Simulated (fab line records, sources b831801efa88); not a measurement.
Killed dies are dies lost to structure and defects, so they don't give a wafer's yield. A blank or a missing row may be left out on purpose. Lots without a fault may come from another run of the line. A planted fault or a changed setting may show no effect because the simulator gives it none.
fab line records | flow sky130
record lots=14 wafers=42 last_day=50
route steps=708 shown FIELD_ISO@3 NWELL@71 VT_ADJUST_LVTN@107
lots that met no fault: from a run of the same line without faults
start_h: hours from the record's first day to the start of the lot's first wafer shown | wait_h: hours since the lot's step before | " the same as in the row above | L1.1+2: a row that stands for several wafers | - no value, or no start given | * or withheld: withheld | < > ~ a bound
route shown NAME@n: a module of which the file shows steps, and the number in the route of the first | usual: mean/standard deviation of fault-free wafers | same: alike in all rows | chamber/n: place in a boat | sites: the reading at each site | _std_site: their standard deviation | _edge_site: outer sites' mean less inner sites' | radius_mm: how far each site lies from the wafer's centre | mask NAME#n: copy n | behind: the tool/chamber that last shaped the wafer | hold: why the lot was held/for how many hours/how that ended | device: the transistor (n, p or np) that didn't switch | end of line: the same wafers' tests at the end of the route | a step without rows: its recipe alone | killed: dies lost to structure and defects at the first sort, not the wafer's yield | map: a wafer's dies, x killed, . not, _ none there
set.NAME: the setting as run; set.NAME@STEP: as run at that earlier step | model.NAME: the simulator's own value behind a step, which no gauge read
steps of the route over a sample of lots; a table a step, a row a wafer
services: from which hour (start_h, from the record's first day; less than 0 if before it) a tool's chamber was out of use, for how many hours, and why
## steps
# step SKY_FIELD_ISO_THK_MEAS_02
# recipe reads=SiO2_of_FIELD_ISO_OXIDATION_01
# usual FIELD_ISO_OXIDATION_00_THK=12.08/0.26
# columns lot.wafer tool chamber start_h wait_h FIELD_ISO_OXIDATION_00_THK[nm]
L803.2 film_metro-01 - 14.30 0.0 11.97
L803.3 " - " " 11.81
L803.4 " - " " 11.86
L804.2 film_metro-03 - 17.86 0.0 12.15
L804.4 " - " " 12.30
L804.5 " - " " 12.46
L805.1 film_metro-03 - 22.48 0.0 12.26
L805.2 " - " " 12.06
L805.4 " - " " 11.95
L806.2 film_metro-03 - 27.86 0.0 12.17
L806.3 " - " " 12.27
L806.4 " - " " 11.94
L807.2 film_metro-01 - 32.01 0.0 11.99
L807.3 " - " " 11.89
L807.6 " - " " 11.94
L808.1 film_metro-04 - 36.63 0.0 11.77
L808.4 " - " " 11.69
L808.5 " - " " 11.48
L809.2 film_metro-04 - 41.64 0.0 12.35
L809.4 " - " " 12.18
L809.6 " - " " 12.23
L812.1 film_metro-04 - 58.67 0.0 11.83
L812.2 " - " " 11.67
L812.5 " - " " 11.77
L813.1 film_metro-04 - 63.08 0.0 12.02
L813.3 " - " " 11.92
L813.6 " - " " 12.14
L822.2 film_metro-01 - 107.14 0.0 12.08
L822.4 " - " " 12.31
L822.5 " - " " 12.04
L823.2 film_metro-04 - 112.71 0.0 12.36
L823.5 " - " " 12.06
L823.6 " - " " 12.30
L824.2 film_metro-04 - 117.35 0.0 12.40
L824.4 " - " " 12.35
L824.5 " - " " 12.42
L825.3 film_metro-03 - 121.65 0.0 12.43
L825.4 " - " " 12.30
L825.5 " - " " 12.57
L826.1 film_metro-04 - 126.69 0.0 11.98
L826.4 " - " " 11.92
L826.6 " - " " 12.04
# step SKY_NWELL_COAT_18
# recipe spin_rpm=2000 resist_thk_nm=3000
# usual chill_plate_temp_C=23.02/0.098 dispense_pressure_kPa=54.1/1.3
# columns lot.wafer tool chamber start_h wait_h chill_plate_temp_C dispense_pressure_kPa
L803.2 litho_track-01 0 97.13 0.1 22.84 54.7
L803.3 " 0 " " 22.92 54.7
L803.4 " 0 " " 22.88 54.7
L804.2 litho_track-01 0 100.98 0.1 23.09 54.7
L804.4 " 0 " " 23.13 54.7
L804.5 " 0 " " 23.12 54.7
L805.1 litho_track-04 0 108.53 0.1 23.12 52.4
L805.2 " 0 " " 23.08 52.4
L805.4 " 0 " " 23.20 52.4
L806.2 litho_track-02 0 118.74 0.1 23.12 55.5
L806.3 " 0 " " 23.09 55.6
L806.4 " 0 " " 23.04 55.6
L807.2 litho_track-04 0 121.46 0.1 23.20 52.5
L807.3 " 0 " " 22.97 52.4
L807.6 " 0 " " 23.12 52.4
L808.1 litho_track-01 0 127.71 0.1 23.02 54.7
L808.4 " 0 " " 23.02 54.7
L808.5 " 0 " " 23.07 54.7
L809.2 litho_track-02 0 133.49 0.1 23.07 55.6
L809.4 " 0 " " 22.90 55.6
L809.6 " 0 " " 22.88 55.6
L812.1 litho_track-01 - 151.41 0.1 - -
L812.2 " - " " - -
L812.5 " - " " - -
L813.1 litho_track-02 - 153.77 0.1 - -
L813.3 " - " " - -
L813.6 " - " " - -
L822.2 litho_track-02 0 208.59 0.1 22.84 55.6
L822.4 " 0 " " 23.11 55.6
L822.5 " 0 " " 23.09 55.6
L823.2 litho_track-02 0 217.04 0.1 23.02 55.6
L823.5 " 0 " " 22.99 55.6
L823.6 " 0 " " 23.19 55.6
L824.2 litho_track-01 0 222.43 0.1 22.97 54.7
L824.4 " 0 " " 22.90 54.7
L824.5 " 0 " " 23.01 54.7
L825.3 litho_track-01 0 226.06 0.1 22.90 54.7
L825.4 " 0 " " 23.06 54.7
L825.5 " 0 " " 22.93 54.7
L826.1 litho_track-02 0 232.22 0.1 23.07 55.5
L826.4 " 0 " " 23.05 55.6
L826.6 " 0 " " 23.04 55.5
# step SKY_NWELL_OVL_MEAS_23
# usual NWELL_01_OVL=0.3/1.4
# columns lot.wafer tool chamber start_h wait_h NWELL_01_OVL[nm]
L803.2 overlay-01 - 106.31 - 0.7
L803.3 " - " " 1.1
L803.4 " - " " -1.0
L804.2 overlay-02 - 109.77 - 2.4
L804.4 " - " " 0.7
L804.5 " - " " 0.0
L805.1 overlay-02 - 117.86 - 1.0
L805.2 " - " " 0.0
L805.4 " - " " -0.8
L806.2 overlay-02 - 128.41 - -0.7
L806.3 " - " " -1.2
L806.4 " - " " -2.4
L807.2 overlay-02 - 131.36 - -0.3
L807.3 " - " " -0.6
L807.6 " - " " 0.3
L808.1 overlay-01 - 138.01 - 1.7
L808.4 " - " " 2.9
L808.5 " - " " 1.3
L809.2 overlay-02 - 143.76 - 1.3
L809.4 " - " " 1.9
L809.6 " - " " -0.4
L812.1 overlay-01 - 162.06 - -
L812.2 " - " " -
L812.5 " - " " -
L813.1 overlay-02 - 164.46 - -
L813.3 " - " " -
L813.6 " - " " -
L822.2 overlay-02 - 220.26 - 1.7
L822.4 " - " " 2.4
L822.5 " - " " 0.7
L823.2 overlay-01 - 228.89 - -1.4
L823.5 " - " " -1.8
L823.6 " - " " -1.4
L824.2 overlay-01 - 234.89 - 0.7
L824.4 " - " " 1.6
L824.5 " - " " 1.6
L825.3 overlay-02 - 238.93 - 1.8
L825.4 " - " " 1.4
L825.5 " - " " 1.3
L826.1 overlay-01 - 245.03 - -3.3
L826.4 " - " " -2.6
L826.6 " - " " -2.0
# step SKY_VT_ADJUST_LVTN_TW_MEAS_10
# usual VT_ADJUST_LVTN_TW=241.1/1.6
# columns lot.wafer tool chamber start_h wait_h VT_ADJUST_LVTN_TW
L803.2 film_metro-04 - 146.16 0.1 242.1
L803.3 " - " " 242.0
L803.4 " - " " 241.6
L804.2 film_metro-01 - 149.63 0.1 240.2
L804.4 " - " " 241.5
L804.5 " - " " 240.6
L805.1 film_metro-02 - 157.47 0.1 237.2
L805.2 " - " " 237.0
L805.4 " - " " 237.7
L806.2 film_metro-02 - 169.51 0.1 239.8
L806.3 " - " " 238.8
L806.4 " - " " 239.1
L807.2 film_metro-01 - 173.11 0.1 242.1
L807.3 " - " " 240.8
L807.6 " - " " 242.2
L808.1 film_metro-04 - 179.95 0.1 242.4
L808.4 " - " " 242.8
L808.5 " - " " 242.2
L809.2 film_metro-04 - 185.33 0.1 241.9
L809.4 " - " " 243.7
L809.6 " - " " 241.9
L812.1 film_metro-01 - 204.27 0.1 241.6
L812.2 " - " " 242.5
L812.5 " - " " 241.1
L813.1 film_metro-02 - 207.27 0.1 240.5
L813.3 " - " " 239.6
L813.6 " - " " 239.8
L822.2 film_metro-01 - 270.61 0.1 240.1
L822.4 " - " " 240.1
L822.5 " - " " 239.9
L823.2 film_metro-01 - 279.88 0.1 239.9
L823.5 " - " " 240.0
L823.6 " - " " 239.3
L824.2 film_metro-01 - 284.31 0.1 240.0
L824.4 " - " " 239.8
L824.5 " - " " 240.4
L825.3 film_metro-04 - 289.72 0.1 243.8
L825.4 " - " " 243.8
L825.5 " - " " 243.9
L826.1 film_metro-01 - 296.32 0.1 240.0
L826.4 " - " " 239.5
L826.6 " - " " 240.1
# step SKY_VT_ADJUST_LVTN_STRIP_20
# recipe chemistry=O2/N2 power_w=1400 pressure_mtorr=1500 platen_temp_c=withheld o2_flow_sccm=3000 n2_flow_sccm=300 overash_fraction=0.5
# usual drypump_motor_current_A=5.9/0.52 oes_product_au=0.716/0.0046 strip_time_to_endpoint_s=14.17/0.043
# columns lot.wafer tool chamber start_h wait_h drypump_motor_current_A oes_product_au rf_hours_counter_h strip_time_to_endpoint_s
L803.2 plasma_asher-02 0 166.92 0.1 5.7 0.719 47 14.19
L803.3 " 0 " " 5.7 0.708 - 14.20
L803.4 " 1 " " 5.4 0.713 - 14.19
L804.2 plasma_asher-02 0 169.70 0.1 5.7 0.722 47 14.15
L804.4 " 0 " " 5.7 0.720 - 14.13
L804.5 " 1 " " 5.4 0.720 - 14.14
L805.1 plasma_asher-03 1 178.70 0.1 6.7 0.718 6 14.17
L805.2 " 0 " " 5.9 0.719 6 14.18
L805.4 " 0 " " 5.9 0.716 - 14.17
L806.2 plasma_asher-04 1 190.42 0.1 5.2 0.713 38 14.22
L806.3 " 0 " " 5.2 0.715 - 14.20
L806.4 " 1 " " 5.2 0.713 - 14.22
L807.2 plasma_asher-02 1 194.77 0.1 5.4 0.721 50 14.15
L807.3 " 0 " " 5.7 0.717 - 14.09
L807.6 " 1 " " 5.4 0.708 - 14.08
L808.1 plasma_asher-03 1 200.70 0.1 6.7 0.715 8 14.17
L808.4 " 0 " " 5.9 0.718 - 14.18
L808.5 " 1 " " 6.7 0.709 - 14.20
L809.2 plasma_asher-03 0 206.25 0.1 5.8 0.722 9 14.21
L809.4 " 0 " " 5.9 0.717 - 14.22
L809.6 " 1 " " 6.7 0.717 - 14.20
L812.1 plasma_asher-03 0 227.50 0.1 5.9 0.717 12 14.11
L812.2 " 1 " " 6.7 0.717 12 14.17
L812.5 " 0 " " 5.9 0.714 - 14.15
L813.1 plasma_asher-03 1 230.75 0.1 6.7 0.716 13 14.21
L813.3 " 0 " " 5.9 0.720 - 14.24
L813.6 " 1 " " 6.7 0.713 - 14.28
L822.2 plasma_asher-03 1 295.92 0.1 6.7 0.706 21 14.22
L822.4 " 0 " " 5.8 0.712 - 14.23
L822.5 " 0 " " 5.8 0.709 - 14.20
L823.2 plasma_asher-03 1 305.72 0.1 6.7 0.716 22 14.20
L823.5 " 1 " " 6.7 0.714 - 14.17
L823.6 " 0 " " 5.9 0.718 - 14.19
L824.2 plasma_asher-03 1 309.52 0.1 6.7 0.716 23 14.16
L824.4 " 0 " " 5.8 0.716 - 14.16
L824.5 " 1 " " 6.7 0.721 - 14.12
L825.3 plasma_asher-03 0 314.65 0.1 5.9 0.720 - 14.18
L825.4 " 1 " " 6.7 0.712 - 14.21
L825.5 " 1 " " 6.7 0.711 - 14.20
L826.1 plasma_asher-02 0 321.75 0.1 5.7 0.720 61 14.14
L826.4 " 1 " " 5.4 0.714 - 14.16
L826.6 " 0 " " 5.7 0.720 - 14.17
## services
# columns tool chamber start_h hours kind
plasma_asher-03 - 108.75 9.0 pm
plasma_asher-03 0 108.75 9.0 vent_cycle
plasma_asher-03 1 108.75 9.0 vent_cycle
plasma_asher-03 0 117.75 - clean
plasma_asher-03 1 117.75 - clean
plasma_asher-04 - 188.74 1.6 repair
plasma_asher-04 - 190.64 88.7 repair
plasma_asher-03 - 204.24 1.7 repair
plasma_asher-03 - 237.10 14.6 pm
plasma_asher-02 - 251.70 52.3 pm
## key
first_sign step=SKY_NWELL_COAT_18 reading=tool_record direction=missing
effect step=SKY_NWELL_OVL_MEAS_23 reading=NWELL_01_OVL direction=missing
met_at SKY_NWELL_COAT_18
struck_lots L812,L813
sort_left_out L812.1,L812.2,L812.5,L813.1,L813.3,L813.6
tester_left_out L812,L813
not_acting_at SKY_FIELD_ISO_THK_MEAS_02,SKY_VT_ADJUST_LVTN_TW_MEAS_10,SKY_VT_ADJUST_LVTN_STRIP_20
onset_between 133.49 151.41
fault kind=skipped_step_whole tool=litho_track-01,litho_track-02 chamber=- onset_h=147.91 steps=SKY_NWELL_COAT_18 scope=struck_lots_only
# tester_left_out: of these lots the tester's yield and bins aren't shown, on N5 and GAA mostly nor the transistor test; their killed dies are dies lost to structure and defects alone, not to doping, threshold or leakage, so they don't give the yield
# sort_left_out: the simulated sort isn't trusted on such a fault, so these wafers' sort isn't shown, and their yield isn't known
